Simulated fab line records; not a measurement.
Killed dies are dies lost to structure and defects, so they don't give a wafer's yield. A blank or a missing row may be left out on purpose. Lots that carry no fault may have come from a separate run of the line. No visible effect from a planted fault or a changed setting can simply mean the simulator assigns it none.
2 desks, one fault / flow gf180mcu / each desk holds nothing but its own numbers, with what lay behind them at the end

## FOR THE TOOL OWNER'S DESK: cmp-02
The tool's own readings at GF_CONTACT_CMP_27 (polishes, stops on SiO2, t overpolish 15 s, target thk 0 nm): means of the sampled wafers that have a number, for each lot that ran on this tool. If a lot's mean is further than 4 standard deviations from the usual mean, the lot is out of limits and carries the mark OUT (the distance appears in the brackets).
Columns: A = motor-current-A at GF_CONTACT_CMP_27, usual 12.1 A; B = overpolish-run-s at GF_CONTACT_CMP_27, usual 15.001 s; C = time-to-endpoint-s at GF_CONTACT_CMP_27, usual 74 s
lot=L527; first seen here=day 16 14:32; A=11.8; B=14.990; C=72
lot=L528; first seen here=day 16 16:26; A=12.0; B=15.002; C=74
lot=L529; first seen here=day 17 00:40; A=12.6; B=15.005; C=76
lot=L530; first seen here=day 17 15:58; A=12.4; B=15.001; C=78
lot=L535; first seen here=day 19 13:19; A=12.6; B=15.001; C=74
lot=L537; first seen here=day 20 14:20; A=12.0; B=14.997; C=72
lot=L540; first seen here=day 21 14:54; A=12.0; B=7.516 (-99 or more) OUT; C=91 (+4.7) OUT
lot=L541; first seen here=day 22 02:20; A=12.4; B=7.536 (-99 or more) OUT; C=92 (+5.1) OUT
Finding of this desk: L540, L541 out of limits; the first was L540 at day 21 14:54, on overpolish-run-s at GF_CONTACT_CMP_27. L527, L528, L529, L530, L535, L537 stayed within limits.

## METROLOGY DESK
Lot by lot, what the gauges showed, no matter which tool ran the lot: averages of those sampled wafers that carry a number. If a lot's mean is further than 4 standard deviations from the usual mean, the lot is out of limits and carries the mark OUT (the distance appears in the brackets).
Columns: A = CONTACT_W_THK at GF_CONTACT_THK_MEAS_26, usual 308 nm
lot=L526; first seen here=day 16 09:52; A=306
lot=L527; first seen here=day 16 14:29; A=306
lot=L528; first seen here=day 16 16:22; A=306
lot=L529; first seen here=day 17 00:29; A=309
lot=L530; first seen here=day 17 15:35; A=311
lot=L531; first seen here=day 17 22:19; A=314
lot=L533; first seen here=day 19 01:37; A=309
lot=L535; first seen here=day 19 13:13; A=308
lot=L537; first seen here=day 20 14:17; A=308
lot=L540; first seen here=day 21 14:50; A=307
lot=L541; first seen here=day 22 02:17; A=308
lot=L545; first seen here=day 23 05:40; A=309
lot=L547; first seen here=day 23 19:54; A=308
lot=L548; first seen here=day 24 02:33; A=308
Result from this desk: across the 14 lots, nothing is out of limits.

## PUT TOGETHER
The tool owner's desk could have raised an alarm at day 21 14:54, on L540, L541.
At the metrology desk, nothing out of limits was observed.
The metrology desk holds a record of L540, L541, inside its limits.
GF_CONTACT_CMP_27 was run on cmp-02 by each of the lots named.

## WHAT THE SIMULATOR HAD PUT IN
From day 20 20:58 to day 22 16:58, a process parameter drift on cmp-02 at GF_CONTACT_CMP_27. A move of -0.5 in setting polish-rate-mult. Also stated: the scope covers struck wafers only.
Lots struck among those shown: L540, L541.
How many hours passed from the start of the fault until each desk's first out-of-limits reading: the tool owner's desk, 18.
